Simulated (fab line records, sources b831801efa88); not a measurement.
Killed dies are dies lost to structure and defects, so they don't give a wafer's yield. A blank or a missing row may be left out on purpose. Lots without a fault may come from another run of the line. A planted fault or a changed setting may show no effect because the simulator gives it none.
A struck lot beside a sound one | flow sky130 | 14 steps out of a route of 708
Sound: wafers L294.2, L294.4, L294.6. Struck: wafers L297.2, L297.5, L297.6. The cause comes at the end.
At each step with rows: each side's tool, then ch and its chambers, then its first start. Under that, the readings that differ: sound wafers | struck wafers | difference of the means | sigmas: that difference in standard deviations of wafers without a fault.
alike: readings whose means differ by less than 2 such deviations, and words and numbers that are the same on both sides. not compared: withheld readings, readings that some wafer has no value for, bounds like >300 that may hide the same value, and numbers for which the record gives no deviation and whose values overlap.
The two part at a step that has a row with sigmas, a row that says differs or no value, or rows on one side only. Numbers that don't overlap but have no deviation are shown without sigmas and don't part them. A reading that every wafer of one side lacks parts them only if that side has two wafers or more.

first, 6 steps without rows for these wafers: SKY_DNWELL_COAT_02 (resist thk 3000 nm); SKY_DNWELL_SOFTBAKE_03; SKY_DNWELL_EXPOSE_04 (exposes mask DNM, target cd 3000 nm); SKY_DNWELL_PEB_05; SKY_DNWELL_DEVELOP_06 (develop time 60 s); SKY_DNWELL_IMPLANT_07.
SKY_DNWELL_STRIP_08: strips in O2/N2.
  sound on plasma_asher-01 ch 0,1, day 4 18:38; struck on plasma_asher-04 ch 0,1, day 5 10:22
  reading                      | sound             | struck            | difference | sigmas
  strip_time_to_endpoint_s (s) | 36.82 37.00 36.88 | 37.14 37.14 37.20 | +0.26      | +2
  alike: chamber_pressure_mTorr, drypump_motor_current_A, n2_flow_sccm, oes_product_au
  not compared: rf_hours_counter_h
SKY_DNWELL_TW_MEAS_09:
  sound on film_metro-01, day 4 18:45; struck on film_metro-04, day 5 10:29
  alike: DNWELL_TW
then, 4 steps without rows for these wafers: SKY_PWDE_DEHYDRATE_00 (time 60 s); SKY_PWDE_HMDS_01 (prime time 60 s); SKY_PWDE_COAT_02 (resist thk 3000 nm); SKY_PWDE_SOFTBAKE_03.
SKY_PWDE_EXPOSE_04: exposes mask PWDEM, target cd 840 nm.
  sound on iline_stepper-01 ch 0, day 5 03:57; struck on iline_stepper-02, day 5 19:54
  no value came back on the struck wafers for exposure_dose_mJ_cm2, focus_offset_nm (nm); on the sound wafers exposure_dose_mJ_cm2 reads 214.41 214.24 214.18
  alike: mask
then, 1 step without rows for these wafers: SKY_PWDE_PEB_05.

WHERE THEY PART
First at SKY_DNWELL_STRIP_08; last, within this record, at SKY_PWDE_EXPOSE_04.

WHY: what the simulator had put in
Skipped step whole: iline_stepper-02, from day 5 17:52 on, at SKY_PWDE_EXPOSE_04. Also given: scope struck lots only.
